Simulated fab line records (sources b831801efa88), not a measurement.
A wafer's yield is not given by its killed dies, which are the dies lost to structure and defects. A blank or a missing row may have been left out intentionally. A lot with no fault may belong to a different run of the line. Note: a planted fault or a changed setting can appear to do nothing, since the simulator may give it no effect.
What tool caused it? | flow sky130 | 13 lots, 39 wafers sampled, at 5 steps of a route of 708

## WHAT EACH GAUGE READ, for each wafer
SKY_NWELL_RS_MEAS_29: measurement is done with a four-point probe. Usual: NWELL_RS gives 625.6 ohm/sq (standard deviation 1.9).
lot  | measured     | on           | NWELL_RS (ohm/sq)                   | flag
L747 | day 6 02:58  | filmMetro-04 | 625.7 623.8 623.0                   | 
L749 | day 6 14:39  | filmMetro-04 | 625.2 625.0 624.1                   | 
L750 | day 6 17:07  | filmMetro-02 | 623.7 623.7 620.7                   | 
L751 | day 6 17:56  | filmMetro-03 | 624.1 624.6 625.7                   | 
L753 | day 7 04:41  | filmMetro-02 | 624.8 623.8 622.9                   | 
L754 | day 7 14:59  | filmMetro-02 | 625.8 626.4 625.7                   | 
L756 | day 7 23:36  | filmMetro-04 | 627.4 625.6 628.7                   | 
L757 | day 8 05:02  | filmMetro-04 | 625.4 625.0 626.0                   | 
L758 | day 8 07:54  | filmMetro-03 | 626.4 623.8 627.1                   | 
L759 | day 8 13:25  | filmMetro-03 | 625.4 624.3 624.8                   | 
L760 | day 8 19:42  | filmMetro-02 | 642.5 642.4 643.0 641.7 643.7 643.1 | OFF
L761 | day 9 04:07  | filmMetro-04 | 647.1 647.7 647.6 647.1 647.6 647.4 | OFF
L766 | day 10 11:15 | filmMetro-04 | 647.6 651.1 649.5 648.0 649.9 649.9 | OFF

SKY_VT_ADJUST_LVTN_TW_MEAS_10. Usual: VT_ADJUST_LVTN_TW gives 241.2 (standard deviation 2).
lot  | measured     | on           | VT_ADJUST_LVTN_TW | flag
L747 | day 7 18:40  | filmMetro-04 | 244.6 241.6 242.8 | 
L749 | day 8 06:49  | filmMetro-01 | 241.3 242.3 241.7 | 
L750 | day 8 09:38  | filmMetro-02 | 237.7 237.6 239.1 | 
L751 | day 8 10:18  | filmMetro-02 | 239.8 238.0 237.9 | 
L753 | day 8 21:55  | filmMetro-02 | 240.8 239.7 239.3 | 
L754 | day 9 08:49  | filmMetro-01 | 241.7 243.1 240.5 | 
L756 | day 9 18:17  | filmMetro-04 | 243.2 244.0 245.2 | 
L757 | day 9 23:54  | filmMetro-02 | 239.4 239.1 237.8 | 
L758 | day 10 03:19 | filmMetro-04 | 243.9 242.5 243.1 | 
L759 | day 10 09:10 | filmMetro-04 | 242.8 244.4 243.3 | 
L760 | day 10 15:58 | filmMetro-02 | 240.1 239.2 238.2 | 
L761 | day 11 01:35 | filmMetro-02 | 239.3 238.1 238.4 | 
L766 | day 12 10:50 | filmMetro-01 | 242.6 241.6 241.8 | 

SKY_LDD_LDN_OVL_MEAS_07. Usual: LDD_LDN_OVL gives -0.6 nm (standard deviation 1.6).
lot  | measured     | on         | LDD_LDN_OVL (nm) | flag
L747 | day 24 01:05 | overlay-02 | -0.8 1.5 -0.7    | 
L749 | day 24 17:06 | overlay-01 | -0.8 -0.1 1.5    | 
L750 | day 24 23:46 | overlay-02 | -0.7 -0.8 0.7    | 
L751 | day 25 01:40 | overlay-02 | -2.2 -0.9 -3.9   | 
L753 | day 25 19:11 | overlay-02 | -2.8 -1.1 -2.1   | 
L754 | day 26 08:04 | overlay-01 | -1.2 1.1 -1.0    | 
L756 | day 26 19:26 | overlay-01 | 2.6 1.1 1.7      | 
L757 | day 27 02:22 | overlay-01 | -2.3 -2.7 -2.9   | 
L758 | day 27 03:55 | overlay-02 | -1.2 -0.5 -1.3   | 
L759 | day 27 16:46 | overlay-02 | 1.0 1.1 1.2      | 
L760 | day 27 20:11 | overlay-01 | -2.4 -2.6 -1.9   | 
L761 | day 28 08:16 | overlay-01 | -3.3 -2.8 -3.3   | 
L766 | day 29 20:37 | overlay-02 | 0.8 1.1 2.1      | 

SKY_LI_CONTACT_RS_MEAS_22: measurement is done with a four-point probe. Usual: LI_CONTACT_W_RS gives 0.286 ohm/sq (standard deviation 0.0044).
lot  | measured     | on           | LI_CONTACT_W_RS (ohm/sq) | flag
L747 | day 30 06:13 | filmMetro-01 | 0.289 0.282 0.285        | 
L749 | day 30 21:26 | filmMetro-03 | 0.286 0.290 0.284        | 
L750 | day 31 02:40 | filmMetro-03 | 0.288 0.289 0.282        | 
L751 | day 31 04:47 | filmMetro-03 | 0.281 0.292 0.289        | 
L753 | day 31 20:32 | filmMetro-03 | 0.287 0.282 0.286        | 
L754 | day 32 10:05 | filmMetro-01 | 0.278 0.276 0.286        | 
L756 | day 32 19:38 | filmMetro-01 | 0.281 0.287 0.281        | 
L757 | day 33 01:55 | filmMetro-03 | 0.290 0.288 0.288        | 
L758 | day 33 04:17 | filmMetro-02 | 0.287 0.292 0.290        | 
L759 | day 33 23:52 | filmMetro-02 | 0.279 0.281 0.287        | 
L760 | day 33 22:39 | filmMetro-02 | 0.291 0.291 0.286        | 
L761 | day 34 06:23 | filmMetro-02 | 0.286 0.278 0.285        | 
L766 | day 35 16:04 | filmMetro-01 | 0.285 0.286 0.286        | 

## TOOL THAT RAN EACH LOT (tool first, then ch and the chambers of the sampled wafers, then the start)
lot  | SKY_NWELL_IMPLANT_11
L747 | implanter-02 ch 0, day 5 07:42
L749 | implanter-01 ch 0, day 5 18:19
L750 | implanter-01 ch 0, day 5 21:10
L751 | implanter-03 ch 0, day 5 22:31
L753 | implanter-02 ch 0, day 6 08:36
L754 | implanter-03 ch 0, day 6 18:46
L756 | implanter-03 ch 0, day 7 02:26
L757 | implanter-01 ch 0, day 7 08:19
L758 | implanter-03 ch 0, day 7 11:15
L759 | implanter-01 ch 0, day 7 16:11
L760 | implanter-01 ch 0, day 7 22:11
L761 | implanter-01 ch 0, day 8 06:20
L766 | implanter-01 ch 0, day 9 11:52
- SKY_NWELL_IMPLANT_11

## WHAT THE TOOLS THEMSELVES READ (means of the sampled wafers that have a number; where no wafer has one, the mark that the record gives instead)
SKY_NWELL_IMPLANT_11. Usual: beamEnergyKeV at 399.98, with a standard deviation of 0.13.
lot  | tool         | beamEnergyKeV | flag
L747 | implanter-02 | 399.95        | 
L749 | implanter-01 | 399.89        | 
L750 | implanter-01 | 399.94        | 
L751 | implanter-03 | 399.93        | 
L753 | implanter-02 | 399.99        | 
L754 | implanter-03 | 399.96        | 
L756 | implanter-03 | 400.20        | 
L757 | implanter-01 | 400.15        | 
L758 | implanter-03 | 400.05        | 
L759 | implanter-01 | 400.15        | 
L760 | implanter-01 | 399.94        | 
L761 | implanter-01 | 399.96        | 
L766 | implanter-01 | 399.83        | 

## THE ANSWER, worked out from the rows above alone
Rule: lot off if the mean of its wafers having a number is beyond 3 standard deviations from the usual mean. Also off: a lot with no number at a reading for which 4 or more lots have one. The other lots that the step has rows for count as sound. First the gauges in route order, then the tools' own readings, where a lot's mean is used as printed above. At the first step where some lot is off, the reading lying furthest off is the one used; lots without a number count as furthest.
Off: L760, L761, L766, seen at SKY_NWELL_RS_MEAS_29 (NWELL_RS).
A tool fits if, at a process step before that reading, it ran every lot that is off, and no sound lot after the first of them. Those tools and the gauges at SKY_NWELL_RS_MEAS_29 are tried in the same way. One fits: implanter-01 at SKY_NWELL_IMPLANT_11. Its last sound lot is L759 (day 7 16:11), its first lot that is off L760 (day 7 22:11): a fault that began between those two fits.

## WHAT THE SIMULATOR PUT IN
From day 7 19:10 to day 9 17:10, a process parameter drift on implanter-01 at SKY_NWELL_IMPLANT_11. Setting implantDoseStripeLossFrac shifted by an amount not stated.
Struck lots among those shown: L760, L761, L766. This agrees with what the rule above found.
